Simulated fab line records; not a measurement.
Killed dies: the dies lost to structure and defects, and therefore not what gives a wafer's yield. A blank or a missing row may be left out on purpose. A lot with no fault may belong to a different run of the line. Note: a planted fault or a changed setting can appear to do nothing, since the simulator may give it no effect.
Struck lot and sound lot, side by side -- flow sky130 -- 15 out of 708 route steps
Sound: wafers L423.2, L423.3, L423.6. Struck: wafer L429.1 (left out: L429.5, L429.6 of the same lot, which were not struck); the cause appears at the end.
For every step that has rows: the tool of each side, followed by ch and its chambers, followed by its first start. Under that, the readings that differ: sound wafers -- struck wafers -- difference of the means -- sigmas: that difference in standard deviations of wafers without a fault.
alike: same words and numbers on both sides, and readings whose means sit less than 2 such deviations apart. not compared: any withheld reading, any reading some wafer has no value for, any bound like >300 that may hide the same value, and any number with overlapping values for which the record gives no deviation.
A row with sigmas, a row that says differs or no value, or rows on one side alone: a step with any of these is where the two part. Numbers that have no deviation but don't overlap get no sigmas and don't part them. Lack of a reading on every wafer of one side parts them only where that side has two or more wafers.

first, 1 step without rows for these wafers: SKY_VIA1_CMP_24 (polishes, stops on SiO2, t overpolish 15 s, target thk 0 nm).
SKY_METAL2_SPUTTER_00: material Ti, target thk 15 nm, time 10 s.
  sound: pvd_sputter-03 at day 36 11:17; struck: pvd_sputter-02 at day 38 10:29
  alike: throttle_valve_pct
SKY_METAL2_SPUTTER_01: material TiN, target thk 20 nm, time 16.7 s.
  sound: pvd_sputter-03 at day 36 11:18; struck: pvd_sputter-02 at day 38 10:31
  alike: throttle_valve_pct
SKY_METAL2_SPUTTER_02: material AlCu, target thk 250 nm, time 13.3 s.
  sound: pvd_sputter-03 at day 36 11:20; struck: pvd_sputter-02 at day 38 10:32
  alike: throttle_valve_pct
SKY_METAL2_SPUTTER_03: material Ti, target thk 5 nm, time 3.3 s.
  sound: pvd_sputter-03 at day 36 11:21; struck: pvd_sputter-02 at day 38 10:34
  alike: throttle_valve_pct
SKY_METAL2_SPUTTER_04: material TiN, target thk 70 nm, time 58.3 s.
  sound: pvd_sputter-03 at day 36 11:22; struck: pvd_sputter-02 at day 38 10:35
  alike: throttle_valve_pct
SKY_METAL2_RS_MEAS_05: a four-point-probe measurement.
  sound: film_metro-01 at day 36 11:26; struck: film_metro-01 at day 38 10:38
  alike: METAL2_ALCU_RS
SKY_METAL2_THK_MEAS_06: measures by xrf.
  sound: film_metro-01 at day 36 11:33; struck: film_metro-01 at day 38 10:45
  alike: METAL2_ALCU_THK
then, 4 steps without rows for these wafers: SKY_METAL2_DEHYDRATE_07 (time 60 s); SKY_METAL2_HMDS_08 (prime time 60 s); SKY_METAL2_COAT_09 (resist thk 60 nm); SKY_METAL2_COAT_10 (resist thk 450 nm).
SKY_METAL2_SOFTBAKE_11: time 90 s.
  sound on litho_track-02 ch 0, day 37 00:00; struck on litho_track-03 ch 0, day 38 23:00
reading,sound,struck,difference,sigmas
run_length_s (s),119.37 119.10 119.01,126.98,+7.82,+39
  alike: plate_temp_C
then, 1 step without rows for these wafers: SKY_METAL2_EXPOSE_12 (exposes mask MM2, target cd 140 nm).
-- the record jumps here: 10 days lie between the struck wafers' starts before and after (it left off in module METAL2 and takes up again in module PAD_OPEN, whose first step shown is number 708 of the route) --
SKY_PAD_OPEN_PROBE_99:
  only the struck wafers here have rows in the record (prober-01, day 49 08:47); the sound ones have none

WHERE THEY PART
Last at SKY_PAD_OPEN_PROBE_99 as far as this record goes, first at SKY_METAL2_SOFTBAKE_11.

WHY: what the simulator had put in
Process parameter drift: litho_track-03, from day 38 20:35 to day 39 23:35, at SKY_METAL2_SOFTBAKE_11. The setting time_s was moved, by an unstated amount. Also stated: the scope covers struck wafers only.
